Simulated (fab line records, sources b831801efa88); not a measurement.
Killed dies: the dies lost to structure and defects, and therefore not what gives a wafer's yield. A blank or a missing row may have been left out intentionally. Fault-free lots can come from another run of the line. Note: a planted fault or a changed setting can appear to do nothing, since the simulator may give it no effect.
Which tool did it?	flow gf180mcu	18 wafers from 6 lots sampled at 3 of the route's 602 steps

== WHAT THE GAUGES READ, wafer by wafer ==
GF_V4_THK_MEAS_01.
lot	measured	on	V4_CVD_00_THK (nm)
L265	day 24 12:22	film metro-01	601 600 598
L267	day 24 20:44	film metro-02	604 606 605
L269	day 25 14:07	film metro-01	609 603 612
L272	day 26 10:40	film metro-04	601 600 598
L278	day 28 10:03	film metro-04	611 611 609
L282	day 29 11:17	film metro-01	603 599 604

== WHAT TOOL EACH LOT RAN ON (gives the tool, then ch and the chambers of the sampled wafers, and finally the start) ==
lot	GF_VT_IMPLANT_EXPOSE_15	GF_V3_CVD_02
L265	iline stepper-01 ch 0, day 6 12:16	pecvd-03 ch 0,1,2, day 22 11:34
L267	iline stepper-02 ch 0, day 6 21:34	pecvd-01 ch 0,1, day 22 21:47
L269	iline stepper-01 ch 0, day 7 12:49	pecvd-01 ch 0,2, day 23 15:26
L272	iline stepper-02 ch 0, day 8 06:25	pecvd-04 ch 0,2, day 24 12:40
L278	iline stepper-02 ch 0, day 9 20:08	pecvd-01 ch 0,2, day 26 14:25
L282	iline stepper-01 ch 0, day 10 19:33	pecvd-04 ch 1,2, day 27 17:16
- GF_VT_IMPLANT_EXPOSE_15: exposes mask Nwell LV AREA, target cd 860 nm.
- GF_V3_CVD_02: deposits SiO2 from TEOS, target thk 850 nm, time 94.851 s.

== THE ANSWER, worked out from the rows above alone ==
Rule: usual is defined by the lots themselves. The widest of any qualifying gaps counts: lots, ordered by their means at a reading, are off when they make up no more than a third of the lots, leave a main group of 4 or more, and stand apart from it by 3 or more times the standard deviation of that group's means. A main group is skipped when, at the precision printed for the reading in the tables above, its means are all equal. Also off: a lot with no number at a reading for which 4 or more lots have one. Where the step has rows for the other lots, those lots are counted as sound.
No lot is off at any reading shown: from this, nothing can be told.

== WHAT THE SIMULATOR HAD PUT IN ==
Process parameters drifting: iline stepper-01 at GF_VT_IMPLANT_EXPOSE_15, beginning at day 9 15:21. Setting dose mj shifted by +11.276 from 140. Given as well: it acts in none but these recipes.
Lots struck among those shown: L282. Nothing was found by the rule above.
